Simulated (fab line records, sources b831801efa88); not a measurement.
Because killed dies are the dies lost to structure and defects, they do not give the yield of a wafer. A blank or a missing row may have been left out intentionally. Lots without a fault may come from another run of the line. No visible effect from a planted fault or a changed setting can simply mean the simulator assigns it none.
fab line records	flow sky130
[record] lots = 6	wafers = 18	last_day = 50
route steps=708 shown CONTACT@410 PAD_OPEN@708
lots with no fault: from the same line, run without faults
start_h: hours from the record's opening day to when the first of the lot's shown wafers began	wait_h: hours from the lot's prior step to this one	" the same as in the row above	L1.1+2: one row covering several wafers at once	- no value, or no start given	* or withheld: withheld	< > ~ a bound
route shown NAME@n: a module of which the file shows steps, and the number in the route of the first	usual: mean/standard deviation of fault-free wafers	same: alike in all rows	chamber/n: place in a boat	sites: the reading at each site	_std_site: standard deviation of those values	_edge_site: inner sites' mean taken away from outer sites' mean	radius_mm: for every site, how far away it sits from the centre of the wafer	mask NAME#n: copy n	behind: tool/chamber where the wafer was last shaped	hold: cause of the lot's hold/its duration in hours/its outcome	device: whichever transistor did not switch (one of n, p or np)	end of line: the route-end tests of the same wafers	step lacking rows: just its recipe	killed: dies that structure and defects cost at the first sort, which is not the same as the wafer's yield	map: dies across one wafer; x = killed, . = not, _ = none there
set.NAME: the setting as run; set.NAME@STEP: as run at that earlier step	model.NAME: the simulator's own value behind a step, which no gauge read
certain route steps with their lots: each step a table, each wafer a row
services: from which hour (start_h, from the record's first day; less than 0 if before it) a tool's chamber was out of use, for how many hours, and why
[[steps]]
[step SKY_CONTACT_CMP_04]
[recipe] material = SiO2	down_force_psi = 4	platen_rpm = 60	pad_velocity_m_s = 0.94248
[usual] motor_current_A = 11.4/1.2	slurry_flow_ml_min = 150.1/0.44	time_to_endpoint_s = 80/4.9
lot.wafer	tool	chamber	start_h	wait_h	motor_current_A	slurry_flow_ml_min	time_to_endpoint_s
L338.4	cmp-01	2	730.28	0.1	12.2	150.9	77
L338.6	"	1	"	"	11.5	149.5	88
L338.5	"	2	"	"	12.4	150.5	80
L343.2	cmp-01	2	770.08	1.4	12.1	149.9	80
L343.1	"	3	"	"	10.7	150.5	80
L343.5	"	0	"	"	10.5	149.9	89
L344.1	cmp-01	3	785.81	0.1	10.8	150.1	76
L344.3	"	1	"	"	11.7	150.1	86
L344.6	"	3	"	"	10.4	150.1	78
L345.3	cmp-01	1	805.43	0.1	11.7	150.3	83
L345.5	"	0	"	"	10.1	150.3	85
L345.6	"	1	"	"	11.6	150.0	78
L356.4	cmp-01	3	859.90	0.1	10.5	150.9	82
L356.2	"	0	"	"	9.9	149.9	79
L356.5	"	1	"	"	11.6	150.3	79
L357.3	cmp-01	3	873.65	0.0	10.4	149.6	77
L357.5	"	3	"	"	10.3	150.8	75
L357.6	"	0	"	"	9.9	149.6	84
[step SKY_CONTACT_BOW_MEAS_05]
[recipe] mode = bow
[usual] CONTACT_BOW = 82/6.5
lot.wafer	tool	chamber	start_h	wait_h	CONTACT_BOW[um]
L338.4	film_metro-01	-	730.59	0.3	83
L338.5	"	-	"	"	84
L338.6	"	-	"	"	89
L343.1	film_metro-01	-	770.28	0.1	69
L343.2	"	-	"	"	87
L343.5	"	-	"	"	79
L344.1	film_metro-03	-	786.06	0.2	77
L344.3	"	-	"	"	93
L344.6	"	-	"	"	72
L345.3	film_metro-03	-	805.72	0.2	91
L345.5	"	-	"	"	80
L345.6	"	-	"	"	98
L356.2	film_metro-03	-	860.12	0.1	76
L356.4	"	-	"	"	69
L356.5	"	-	"	"	86
L357.3	film_metro-03	-	873.99	0.3	71
L357.5	"	-	"	"	79
L357.6	"	-	"	"	78
[step SKY_CONTACT_DEHYDRATE_06]
[recipe] temp_c = 200	time_s = 60
[step SKY_CONTACT_HMDS_07]
[recipe] prime_time_s = 60	prime_temp_c = 120
[step SKY_CONTACT_COAT_08]
[recipe] resist = BARC	temp_c = withheld	time_s = withheld	spin_rpm = 3000	resist_thk_nm = 60
[step SKY_CONTACT_COAT_09]
[recipe] resist = KrF-thick	spin_rpm = 3000	resist_thk_nm = 450
[step SKY_CONTACT_SOFTBAKE_10]
[recipe] temp_c = 100	time_s = 90	resist = KrF-thick
[step SKY_CONTACT_EXPOSE_11]
[recipe] mask_id = CTM1	na = 0.8	source_shape = annular	sigma_inner = 0.55	sigma_outer = 0.85	target_cd_nm = 170	dose_mj = 38
[step SKY_CONTACT_PEB_12]
[recipe] peb_temp_c = withheld	peb_time_s = withheld	resist = KrF-thick
[step SKY_CONTACT_DEVELOP_13]
[recipe] develop_time_s = 60	resist = KrF-thick	dev_temp_c = 21
[step SKY_CONTACT_CD_MEAS_14]
[recipe] target_cd_nm = 170
[usual] cd_nm = 170.4/1.6
lot.wafer	tool	chamber	start_h	wait_h	cd_nm
L338.4	cd_sem-02	-	756.88	-	171.9
L338.5	"	-	"	"	171.7
L338.6	"	-	"	"	170.7
L343.1	cd_sem-01	-	796.63	-	170.8
L343.2	"	-	"	"	172.5
L343.5	"	-	"	"	168.3
L344.1	cd_sem-02	-	812.48	-	173.2
L344.3	"	-	"	"	172.8
L344.6	"	-	"	"	173.6
L345.3	cd_sem-02	-	832.17	-	168.4
L345.5	"	-	"	"	168.7
L345.6	"	-	"	"	169.8
L356.2	cd_sem-02	-	886.60	-	170.0
L356.4	"	-	"	"	170.8
L356.5	"	-	"	"	170.7
L357.3	cd_sem-01	-	899.96	-	170.8
L357.5	"	-	"	"	172.2
L357.6	"	-	"	"	170.5
[step SKY_CONTACT_OVL_MEAS_15]
[usual] CONTACT_OVL = -4/6
lot.wafer	tool	chamber	start_h	wait_h	CONTACT_OVL[nm]
L338.4	overlay-01	-	756.96	0.1	-3
L338.5	"	-	"	"	-11
L338.6	"	-	"	"	-5
L343.1	overlay-01	-	796.75	0.1	-2
L343.2	"	-	"	"	3
L343.5	"	-	"	"	7
L344.1	overlay-01	-	812.60	0.1	-12
L344.3	"	-	"	"	-17
L344.6	"	-	"	"	-13
L345.3	overlay-01	-	832.26	0.1	-18
L345.5	"	-	"	"	-12
L345.6	"	-	"	"	-13
L356.2	overlay-02	-	886.71	0.1	5
L356.4	"	-	"	"	0
L356.5	"	-	"	"	1
L357.3	overlay-02	-	900.06	0.1	2
L357.5	"	-	"	"	-2
L357.6	"	-	"	"	-3
[step SKY_CONTACT_ETCH_16]
[recipe] chemistry = N2/H2	target = BARC	ion_energy_ev = 200	source_w = 500	bias_w = 100	pressure_mtorr = 30	n2_flow_sccm = 100	h2_flow_sccm = 200	stop_on = SiO2	time_s = 45.9	target_depth_a = 600
[usual] bias_w = 100.0/0.31	chamber_pressure_mTorr = 30.01/0.034	drypump_motor_current_A = 5.9/0.58	n2_flow_sccm = 100.1/0.32	oes_product_au = 0.855/0.0048	rf_fwd_power_W = 494.0/2.2	throttle_valve_pct = 13.226/0.0093
lot.wafer	tool	chamber	start_h	wait_h	bias_w	chamber_pressure_mTorr	drypump_motor_current_A	n2_flow_sccm	oes_product_au	rf_fwd_power_W	rf_hours_counter_h	throttle_valve_pct	model.KrF-thick_of_CONTACT_COAT_09.thk_nm
L338.4	rie_diel-01	0	757.00	0.0	99.7	30.03	6.7	100.4	0.855	492.4	-	13.236	391.8
L338.5	"	1	"	"	100.0	29.97	5.8	100.0	0.863	495.6	-	13.229	392.5
L338.6	"	2	"	"	99.8	29.99	6.4	100.0	0.866	496.0	-	13.220	393.1
L343.1	rie_diel-02	2	796.78	0.0	-	-	-	-	-	-	-	-	434.7
L343.2	"	3	"	"	-	-	-	-	-	-	-	-	432.5
L343.5	"	0	"	"	-	-	-	-	-	-	-	-	434
L344.1	rie_diel-03	3	812.63	0.0	-	-	-	-	-	-	-	-	435.8
L344.3	"	0	"	"	-	-	-	-	-	-	-	-	436.6
L344.6	"	2	"	"	-	-	-	-	-	-	-	-	436
L345.3	rie_diel-01	3	832.28	0.0	100.0	29.99	5.9	100.2	0.860	494.4	11	13.223	390.8
L345.5	"	2	"	"	99.7	30.02	6.4	99.7	0.860	497.2	-	13.225	393.9
L345.6	"	3	"	"	100.0	30.01	6.0	99.9	0.851	496.0	-	13.230	391.7
L356.2	rie_diel-02	2	886.74	0.0	100.2	30.01	6.1	100.5	0.848	494.0	3	13.232	393.3
L356.4	"	3	"	"	100.0	30.02	5.5	100.1	0.852	494.8	17	13.217	390.4
L356.5	"	1	"	"	100.1	29.95	4.9	100.3	0.854	495.7	-	13.212	391.6
L357.3	rie_diel-03	0	900.08	0.0	100.3	30.02	5.6	99.7	0.853	496.3	26	13.228	395.2
L357.5	"	3	"	"	100.4	29.99	6.1	99.2	0.849	491.0	-	13.245	392.8
L357.6	"	2	"	"	99.8	29.98	5.9	99.7	0.849	491.0	-	13.222	396.1
[step SKY_CONTACT_ETCH_17]
[recipe] target = SiO2	chemistry = C4F8/O2/Ar	stop_on = Si3N4	mask_material = KrF-thick	source_w = 1500	bias_w = 1200	pressure_mtorr = 40	c4f8_flow_sccm = withheld	O2_flow_sccm = 6	Ar_flow_sccm = 300	time_s = withheld	target_depth_a = 3400
[usual] bias_w = 1200/3.6	chamber_pressure_mTorr = 40.00/0.038	oes_product_au = 0.891/0.0051	rf_fwd_power_W = 1485/5.9
lot.wafer	tool	chamber	start_h	wait_h	bias_w	chamber_pressure_mTorr	oes_product_au	rf_fwd_power_W
L338.4	rie_diel-01	0	757.05	0.0	1204	40.03	0.898	1472
L338.5	"	1	"	"	1197	39.98	0.892	1484
L338.6	"	2	"	"	1205	40.03	0.901	1491
L343.1	rie_diel-02	2	796.83	0.0	1197	40.01	0.379	1485
L343.2	"	3	"	"	1199	40.01	0.376	1483
L343.5	"	0	"	"	1195	39.90	0.373	1487
L344.1	rie_diel-03	3	812.68	0.0	1196	40.02	0.382	1480
L344.3	"	0	"	"	1198	40.02	0.379	1500
L344.6	"	2	"	"	1198	40.01	0.371	1479
L345.3	rie_diel-01	3	832.33	0.0	1200	40.05	0.892	1489
L345.5	"	2	"	"	1201	39.99	0.886	1491
L345.6	"	3	"	"	1199	39.95	0.885	1484
L356.2	rie_diel-02	2	886.78	0.0	1203	40.03	0.888	1488
L356.4	"	3	"	"	1200	39.96	0.889	1481
L356.5	"	1	"	"	1201	40.04	0.895	1484
L357.3	rie_diel-03	0	900.12	0.0	1201	40.06	0.888	1492
L357.5	"	3	"	"	1197	40.04	0.895	1484
L357.6	"	2	"	"	1207	39.99	0.894	1477
[step SKY_CONTACT_ETCH_18]
[recipe] target = Si3N4	chemistry = CHF3/O2	stop_on = TiN	source_w = 600	bias_w = 200	pressure_mtorr = 40	chf3_flow_sccm = 50	O2_flow_sccm = 5	time_s = 39	target_depth_a = 750
[usual] O2_flow_sccm = 5.002/0.015	bias_w = 200.1/0.54	drypump_motor_current_A = 5.9/0.58	oes_product_au = 0.856/0.0078	rf_fwd_power_W = 592.1/2.6	throttle_valve_pct = 8.794/0.01
lot.wafer	tool	chamber	start_h	wait_h	O2_flow_sccm	bias_w	drypump_motor_current_A	oes_product_au	rf_fwd_power_W	rf_hours_counter_h	throttle_valve_pct	model.KrF-thick_of_CONTACT_COAT_09.thk_nm
L338.4	rie_diel-01	0	-	-	4.985	199.4	6.7	0.853	589.8	-	8.808	243.6
L338.5	"	1	"	"	5.008	201.2	5.8	0.858	593.5	-	8.796	240.7
L338.6	"	2	"	"	4.996	200.4	6.4	0.865	593.3	-	8.786	244.8
L343.1	rie_diel-02	2	-	-	4.977	199.5	6.1	0.380	590.9	1	8.663	283.8
L343.2	"	3	"	"	4.968	200.0	5.4	0.375	594.8	14	8.677	281.5
L343.5	"	0	"	"	4.988	199.7	5.0	0.377	589.5	-	8.669	287.2
L344.1	rie_diel-03	3	-	-	4.984	199.4	6.0	0.369	590.4	7	8.682	284
L344.3	"	0	"	"	5.042	200.4	5.6	0.367	591.9	22	8.675	289.7
L344.6	"	2	"	"	5.007	200.0	5.9	0.375	591.1	-	8.658	289.8
L345.3	rie_diel-01	3	-	-	4.993	199.9	5.9	0.847	592.8	11	8.783	241.4
L345.5	"	2	"	"	5.001	200.2	6.4	0.849	594.8	-	8.783	246.6
L345.6	"	3	"	"	5.008	200.3	5.9	0.875	592.8	-	8.796	242
L356.2	rie_diel-02	2	-	-	5.003	199.8	6.2	0.848	594.8	3	8.793	243.9
L356.4	"	3	"	"	5.014	200.0	5.5	0.871	592.2	17	8.808	240.6
L356.5	"	1	"	"	5.014	200.5	4.9	0.853	591.2	-	8.776	240.2
L357.3	rie_diel-03	0	-	-	4.984	200.2	5.6	0.852	597.0	26	8.799	248
L357.5	"	3	"	"	5.005	200.9	6.0	0.853	588.1	-	8.778	240.1
L357.6	"	2	"	"	5.009	200.4	5.9	0.855	586.4	-	8.790	250.1
[step SKY_CONTACT_STRIP_19]
[recipe] chemistry = O2/N2	power_w = 1400	pressure_mtorr = 1500	platen_temp_c = withheld	o2_flow_sccm = 3000	n2_flow_sccm = 300	overash_fraction = 0.5
[usual] drypump_motor_current_A = 5.9/0.66	n2_flow_sccm = 300.0/0.88	oes_product_au = 0.380/0.0049	strip_time_to_endpoint_s = 3.62/0.035
lot.wafer	tool	chamber	start_h	wait_h	drypump_motor_current_A	n2_flow_sccm	oes_product_au	rf_hours_counter_h	strip_time_to_endpoint_s
L338.4	plasma_asher-02	1	757.14	-	6.6	300.1	0.373	-	3.64
L338.5	"	1	"	"	6.6	302.3	0.382	-	3.60
L338.6	"	0	"	"	5.1	300.5	0.392	-	3.64
L343.1	plasma_asher-02	1	796.92	-	6.6	301.2	0.399	70	4.05
L343.2	"	0	"	"	5.1	299.3	0.397	70	4.01
L343.5	"	1	"	"	6.6	300.9	0.402	-	4.11
L344.1	plasma_asher-02	0	812.77	-	5.1	299.7	0.398	72	4.04
L344.3	"	0	"	"	5.1	300.5	0.403	-	4.11
L344.6	"	1	"	"	6.6	300.4	0.399	-	4.10
L345.3	plasma_asher-02	1	832.45	-	6.6	299.9	0.379	-	3.60
L345.5	"	0	"	"	5.1	300.3	0.383	-	3.66
L345.6	"	1	"	"	6.6	301.0	0.381	-	3.60
L356.2	plasma_asher-03	1	886.87	-	5.7	300.4	0.377	11	3.62
L356.4	"	0	"	"	6.1	301.3	0.375	-	3.59
L356.5	"	1	"	"	5.8	299.6	0.385	-	3.60
L357.3	plasma_asher-02	1	900.25	-	6.6	299.7	0.389	-	3.68
L357.5	"	0	"	"	5.1	299.4	0.386	-	3.58
L357.6	"	1	"	"	6.6	299.4	0.379	-	3.68
[step SKY_CONTACT_STRIP_20]
[recipe] chemistry = post_etch_residue_remover	time_s = 1200	temp_c = 72.5
[step SKY_PAD_OPEN_PROBE_99]
[usual] killed_at_M0_to_M3 = 43/7.3	killed_at_M4_up = 3.2/1.9	killed_at_contacts = 25/5.4	killed_at_front_end = 16/4.4	killed_at_other = 0.4/0.66	killed_dies = 87/11	killed_on_rim = 17/4.2	killed_open = 48/7.9	killed_short = 39/6.5
[same] gross_dies = 492	killed_at_back_side = 0
lot.wafer	tool	chamber	start_h	wait_h	killed_at_M0_to_M3	killed_at_M4_up	killed_at_contacts	killed_at_front_end	killed_at_other	killed_dies	killed_on_rim	killed_open	killed_short
L338.4	prober-01	-	1096.75	0.2	35	3	23	10	0	71	11	40	31
L338.5	prober-01	-	1096.80	0.2	53	4	21	8	0	86	17	51	35
L338.6	prober-01	-	1096.85	0.2	56	3	29	15	0	103	18	52	51
L343.1	prober-02	-	1129.66	0.1	42	5	429	16	0	492	96	62	34
L343.2	prober-02	-	1129.71	0.1	47	2	431	12	0	492	96	54	35
L343.5	prober-02	-	1129.86	0.2	40	5	430	17	0	492	96	45	49
L344.1	prober-01	-	1140.42	0.1	40	1	434	17	0	492	96	45	37
L344.3	prober-01	-	1140.52	0.2	50	2	422	18	0	492	96	48	39
L344.6	prober-01	-	1140.67	0.2	57	5	415	15	0	492	96	61	42
L356.2	prober-02	-	1189.51	0.1	37	2	23	14	1	77	12	42	35
L356.4	prober-02	-	1189.61	0.2	32	3	27	8	0	70	13	41	29
L356.5	prober-02	-	1189.66	0.2	30	4	19	16	0	69	13	33	36
L357.3	prober-02	-	1200.26	0.2	30	3	25	15	0	73	14	49	24
L357.5	prober-02	-	1200.36	0.2	43	5	29	18	0	95	13	50	44
L357.6	prober-02	-	1200.41	0.2	40	1	29	8	1	79	17	44	35
// killed by level:class
L338.4 VIA1:geometric_particle:open=11 CONTACT:geometric_particle:open=11 VIA1:geometric_particle:short=7 LI_CONTACT:geometric_particle:open=6 CONTACT:geometric_particle:short=5 METAL2:geometric_particle:short=4 FIELD_ISO:geometric_particle:short=3 METAL4:geometric_particle:short=3
L338.5 CONTACT:geometric_particle:open=14 METAL2:geometric_particle:short=11 VIA1:geometric_particle:open=10 VIA2:geometric_particle:open=9 VIA3:geometric_particle:open=7 POLY_GATE:geometric_particle:open=4 VIA1:geometric_particle:short=4 LI_CONTACT:geometric_particle:open=3
L338.6 VIA3:geometric_particle:open=11 VIA1:geometric_particle:open=11 CONTACT:geometric_particle:open=9 METAL1:geometric_particle:short=8 LI_CONTACT:geometric_particle:open=7 METAL2:geometric_particle:short=7 POLY_GATE:geometric_particle:short=5 FIELD_ISO:geometric_particle:open=4
L343.1 CONTACT:area_etch=396 CONTACT:geometric_particle:open=20 VIA1:geometric_particle:open=12 VIA2:geometric_particle:open=9 LI_CONTACT:geometric_particle:open=7 METAL1:geometric_particle:short=6 FIELD_ISO:geometric_particle:open=5 FIELD_ISO:geometric_particle:short=4
L343.2 CONTACT:area_etch=403 VIA1:geometric_particle:open=18 LI_CONTACT:geometric_particle:open=12 CONTACT:geometric_particle:short=7 CONTACT:geometric_particle:open=7 METAL1:geometric_particle:short=5 METAL2:geometric_particle:short=5 VIA1:geometric_particle:short=4
L343.5 CONTACT:area_etch=398 CONTACT:geometric_particle:open=11 LI_CONTACT:geometric_particle:open=9 VIA1:geometric_particle:short=9 VIA1:geometric_particle:open=8 METAL2:geometric_particle:short=7 FIELD_ISO:geometric_particle:short=6 CONTACT:geometric_particle:short=6
L344.1 CONTACT:area_etch=410 VIA1:geometric_particle:open=10 CONTACT:geometric_particle:open=9 LI_CONTACT:geometric_particle:open=8 METAL2:geometric_particle:short=6 POLY_GATE:geometric_particle:open=5 METAL1:geometric_particle:short=5 FIELD_ISO:geometric_particle:short=4
L344.3 CONTACT:area_etch=405 VIA1:geometric_particle:open=14 POLY_GATE:geometric_particle:short=8 CONTACT:geometric_particle:open=8 VIA1:geometric_particle:short=8 METAL1:geometric_particle:short=7 POLY_GATE:geometric_particle:open=6 VIA2:geometric_particle:open=6
L344.6 CONTACT:area_etch=389 VIA1:geometric_particle:open=13 VIA2:geometric_particle:open=12 CONTACT:geometric_particle:open=10 LI_CONTACT:geometric_particle:open=9 VIA1:geometric_particle:short=9 VIA3:geometric_particle:open=6 METAL1:geometric_particle:short=5
L356.2 LI_CONTACT:geometric_particle:open=11 VIA2:geometric_particle:open=7 METAL2:geometric_particle:short=6 METAL1:geometric_particle:short=6 VIA1:geometric_particle:open=6 FIELD_ISO:geometric_particle:open=5 CONTACT:geometric_particle:open=5 VIA1:geometric_particle:short=5
L356.4 CONTACT:geometric_particle:open=12 VIA2:geometric_particle:open=8 LI_CONTACT:geometric_particle:open=6 VIA1:geometric_particle:open=5 METAL1:geometric_particle:short=4 VIA3:geometric_particle:open=4 VIA3:geometric_particle:short=4 LOCAL_INTERCONNECT:geometric_particle:short=3
L356.5 CONTACT:geometric_particle:open=7 VIA1:geometric_particle:open=6 METAL2:geometric_particle:short=6 FIELD_ISO:geometric_particle:open=4 POLY_GATE:geometric_particle:short=4 CONTACT:geometric_particle:short=4 METAL1:geometric_particle:short=4 VIA3:geometric_particle:open=3
L357.3 CONTACT:geometric_particle:open=11 VIA1:geometric_particle:open=9 VIA2:geometric_particle:open=8 LI_CONTACT:geometric_particle:open=7 VIA3:geometric_particle:short=5 POLY_GATE:geometric_particle:short=4 CONTACT:geometric_particle:short=4 METAL1:geometric_particle:short=4
L357.5 CONTACT:geometric_particle:open=14 LI_CONTACT:geometric_particle:open=10 METAL2:geometric_particle:short=10 POLY_GATE:geometric_particle:short=7 VIA2:geometric_particle:open=7 VIA1:geometric_particle:open=6 VIA3:geometric_particle:open=6 METAL1:geometric_particle:short=5
L357.6 CONTACT:geometric_particle:open=11 VIA3:geometric_particle:open=9 LI_CONTACT:geometric_particle:open=8 METAL3:geometric_particle:short=6 METAL2:geometric_particle:short=5 VIA1:geometric_particle:open=5 LI_CONTACT:geometric_particle:short=4 VIA2:geometric_particle:open=4
// map L343.1 (x killed, . not)
__________xxxxxxxxxx_________
________xxxxxxxxxxxxxx_______
______xxxxxxxxxxxxxxxxxx_____
_____xxxxxxxxxxxxxxxxxxxx____
____xxxxxxxxxxxxxxxxxxxxxx___
___xxxxxxxxxxxxxxxxxxxxxxxx__
__xxxxxxxxxxxxxxxxxxxxxxxxxx_
_xxxxxxxxxxxxxxxxxxxxxxxxxxxx
_xxxxxxxxxxxxxxxxxxxxxxxxxxxx
_xxxxxxxxxxxxxxxxxxxxxxxxxxxx
_xxxxxxxxxxxxxxxxxxxxxxxxxxxx
_xxxxxxxxxxxxxxxxxxxxxxxxxxxx
_xxxxxxxxxxxxxxxxxxxxxxxxxxxx
_xxxxxxxxxxxxxxxxxxxxxxxxxxxx
_xxxxxxxxxxxxxxxxxxxxxxxxxxxx
__xxxxxxxxxxxxxxxxxxxxxxxxxx_
___xxxxxxxxxxxxxxxxxxxxxxxx__
____xxxxxxxxxxxxxxxxxxxxxx___
_____xxxxxxxxxxxxxxxxxxxx____
______xxxxxxxxxxxxxxxxxx_____
________xxxxxxxxxxxxxx_______
__________xxxxxxxxxx_________
// map L344.1 (x killed, . not)
__________xxxxxxxxxx_________
________xxxxxxxxxxxxxx_______
______xxxxxxxxxxxxxxxxxx_____
_____xxxxxxxxxxxxxxxxxxxx____
____xxxxxxxxxxxxxxxxxxxxxx___
___xxxxxxxxxxxxxxxxxxxxxxxx__
__xxxxxxxxxxxxxxxxxxxxxxxxxx_
_xxxxxxxxxxxxxxxxxxxxxxxxxxxx
_xxxxxxxxxxxxxxxxxxxxxxxxxxxx
_xxxxxxxxxxxxxxxxxxxxxxxxxxxx
_xxxxxxxxxxxxxxxxxxxxxxxxxxxx
_xxxxxxxxxxxxxxxxxxxxxxxxxxxx
_xxxxxxxxxxxxxxxxxxxxxxxxxxxx
_xxxxxxxxxxxxxxxxxxxxxxxxxxxx
_xxxxxxxxxxxxxxxxxxxxxxxxxxxx
__xxxxxxxxxxxxxxxxxxxxxxxxxx_
___xxxxxxxxxxxxxxxxxxxxxxxx__
____xxxxxxxxxxxxxxxxxxxxxx___
_____xxxxxxxxxxxxxxxxxxxx____
______xxxxxxxxxxxxxxxxxx_____
________xxxxxxxxxxxxxx_______
__________xxxxxxxxxx_________
[[services]]
tool	chamber	start_h	hours	kind
rie_diel-03	2	708.01	-	clean
rie_diel-03	2	708.01	16.2	scheduled_down
plasma_asher-03	-	708.66	5.0	repair
rie_diel-02	1	709.85	4.5	repair
plasma_asher-03	-	733.75	9.0	pm
rie_diel-03	2	737.54	2.6	repair
rie_diel-03	1	738.64	13.3	repair
cmp-01	-	744.28	4.0	pm
rie_diel-01	3	755.92	11.7	repair
rie_diel-03	0	760.18	2.3	repair
cmp-01	-	768.26	1.4	repair
rie_diel-02	0	770.72	1.8	repair
rie_diel-01	2	771.81	16.7	repair
plasma_asher-03	-	788.06	2.8	pm
cmp-01	-	820.14	0.9	repair
rie_diel-02	0	820.93	12.0	repair
cmp-01	-	820.98	0.3	repair
plasma_asher-03	-	831.59	2.0	repair
plasma_asher-03	-	833.76	28.1	pm
cmp-01	-	839.81	2.3	repair
cmp-01	-	856.67	0.2	repair
cmp-01	-	858.48	1.2	repair
rie_diel-01	1	870.50	6.3	repair
rie_diel-01	1	893.08	2.8	repair
[[key]]
[first_sign] step = SKY_CONTACT_ETCH_16	reading = tool_record	direction = missing
[effect] step = SKY_CONTACT_ETCH_17	reading = oes_product_au	direction = down	sigmas = 99+	usual = 0.891	struck = 0.377
[effect] step = SKY_CONTACT_ETCH_18	reading = oes_product_au	direction = down	sigmas = 62	usual = 0.856	struck = 0.374
[effect] step = SKY_CONTACT_STRIP_19	reading = strip_time_to_endpoint_s	direction = up	sigmas = 13	usual = *	struck = *
[effect] step = SKY_PAD_OPEN_PROBE_99	reading = killed_at_contacts	direction = up	sigmas = 75	usual = 25	struck = 427
[model_effect] step = SKY_CONTACT_ETCH_16	value = KrF-thick_of_CONTACT_COAT_09.thk_nm	without = 391.8	struck = 434.9
[model_effect] step = SKY_CONTACT_ETCH_18	value = KrF-thick_of_CONTACT_COAT_09.thk_nm	without = 242.8	struck = 286
[more_kills_born_at] SKY_CONTACT_ETCH_16@rie_diel-03 = 1204	SKY_CONTACT_ETCH_16@rie_diel-02 = 1197
met_at SKY_CONTACT_ETCH_16
struck_wafers L343.1,L343.2,L343.5,L344.1,L344.3,L344.6
later_rows_left_out L343.1,L343.2,L343.5,L344.1,L344.3,L344.6
tester_left_out L343,L344
[fault] kind = skipped_step_whole	tool = rie_diel-02,rie_diel-03	chamber = -	onset_h = 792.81	steps = SKY_CONTACT_ETCH_16	scope = struck_lots_only
// tester_left_out: of these lots the tester's yield and bins aren't shown, on N5 and GAA mostly nor the transistor test; their killed dies are dies lost to structure and defects alone, not to doping, threshold or leakage, so they don't give the yield
// later_rows_left_out: the simulator's readings of these wafers behind a module that went badly wrong aren't trusted and aren't shown, but for the sort
